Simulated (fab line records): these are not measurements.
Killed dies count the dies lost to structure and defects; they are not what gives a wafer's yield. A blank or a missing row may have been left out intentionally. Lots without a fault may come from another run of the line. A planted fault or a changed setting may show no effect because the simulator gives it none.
A lot that was struck, set against a sound lot | flow sky130 | 15 out of 708 route steps
Sound: the wafers L772.3, L772.4, L772.5. The struck wafers were L769.3, L769.4, L769.5. The cause comes at the end.
At each step with rows: each side's tool, then ch and its chambers, then its first start. Under that, the readings that differ: sound wafers | struck wafers | difference of the means | sigmas: that difference in standard deviations of wafers without a fault.
alike: words and numbers the same on both sides, and readings whose means are apart by under 2 such deviations; not compared: readings that were withheld, readings missing a value for some wafer, numbers with overlapping values and no deviation given by the record, and bounds like >300 which may hide the same value.
A row with sigmas, a row that says differs or no value, or rows on one side alone: a step with any of these is where the two part. Non-overlapping numbers with no deviation appear without sigmas and do not part them. A reading missing from all wafers of one side parts the sides only when that side holds two or more wafers.

first, 7 steps without rows for these wafers: SKY_METAL3_HMDS_06 (prime time 60 s); SKY_METAL3_COAT_07 (resist thk 60 nm); SKY_METAL3_COAT_08 (resist thk 1140 nm); SKY_METAL3_SOFTBAKE_09 (time 90 s); SKY_METAL3_EXPOSE_10 (exposes mask MM3, target cd 300 nm); SKY_METAL3_PEB_11; SKY_METAL3_DEVELOP_12 (develop time 60 s).
SKY_METAL3_CD_MEAS_13: target cd 300 nm.
  struck on cd-sem-01, day 43 12:53; sound on cd-sem-02, day 44 10:30
  alike: cd-nm
SKY_METAL3_OVL_MEAS_14:
  struck on overlay-01, day 43 12:58; sound on overlay-02, day 44 10:35
  alike: METAL3_OVL
SKY_METAL3_DESCUM_15: chemistry O2, time 8 s.
  sound on rie-metal-04 ch 0,1, day 44 10:37; struck on rie-metal-04 ch 0,1, day 43 13:00
  alike: drypump-motor-current-A, oes-product-au
  not compared: rf-hours-counter-h
SKY_METAL3_ETCH_16: etches BARC in N2/H2, stops on SiO2, time 88.2 s, target depth 60 nm.
  sound on rie-metal-04 ch 0,1, day 44 10:41; struck on rie-metal-04 ch 0,1, day 43 13:04
  alike: bias-w, chamber-pressure-mTorr, drypump-motor-current-A, oes-product-au, throttle-valve-pct
  not compared: rf-hours-counter-h
SKY_METAL3_ETCH_17: etches SiO2 in C4F8/O2/Ar, stops on TiN, time 3.707 s, target depth 15 nm.
  sound on rie-diel-02 ch 0,1, day 44 10:44; struck on rie-diel-02 ch 0,1,3, day 43 13:07
  alike: bias-w, chamber-pressure-mTorr, oes-product-au
  not compared: rf-hours-counter-h
SKY_METAL3_METAL_ETCH_18: etches the open film in Cl2/BCl3, stops on SiO2, target depth 845 nm, time 183.1 s.
  sound on rie-metal-02 ch 0,1, day 44 10:49; struck on rie-metal-01 ch 0,1, day 43 13:12
  no value came back on the struck wafers for any of 5 readings (bcl3-flow-sccm (sccm), bias-w (W) and others); on the sound wafers bcl3-flow-sccm (sccm) reads 30.08 30.11 30.08
  reading                                       | sound             | struck          | difference | sigmas
  model.KrF-thick_of_METAL3_COAT_08.thk-nm (nm) | 540 529.4 528.1   | 1076 1076 1073  | +542       |
  model.SiO2_of_VIA2_HDPCVD_00.thk-nm (nm)      | 452.4 452.1 453.5 | 480.1 480 479.7 | +27.3      |
  not compared: rf-hours-counter-h
SKY_METAL3_STRIP_19: strips in O2/N2.
  sound on plasma-asher-02 ch 0,1, day 44 10:58; struck on plasma-asher-04 ch 0,1, day 43 13:21
  reading                      | sound             | struck            | difference | sigmas
  oes-product-au (a.u.)        | 0.509 0.506 0.510 | 0.716 0.716 0.719 | +0.209     | +38
  strip-time-to-endpoint-s (s) | 6.66 6.57 6.56    | 11.85 11.85 11.81 | +5.24      | +59
  alike: drypump-motor-current-A
  not compared: rf-hours-counter-h
then, 1 step without rows for these wafers: SKY_METAL3_STRIP_20 (strips in post etch residue remover, time 1200 s).

== WHERE THEY PART ==
Earliest at SKY_METAL3_METAL_ETCH_18; latest, in this record, at SKY_METAL3_STRIP_19.

WHY: what the simulator had put in
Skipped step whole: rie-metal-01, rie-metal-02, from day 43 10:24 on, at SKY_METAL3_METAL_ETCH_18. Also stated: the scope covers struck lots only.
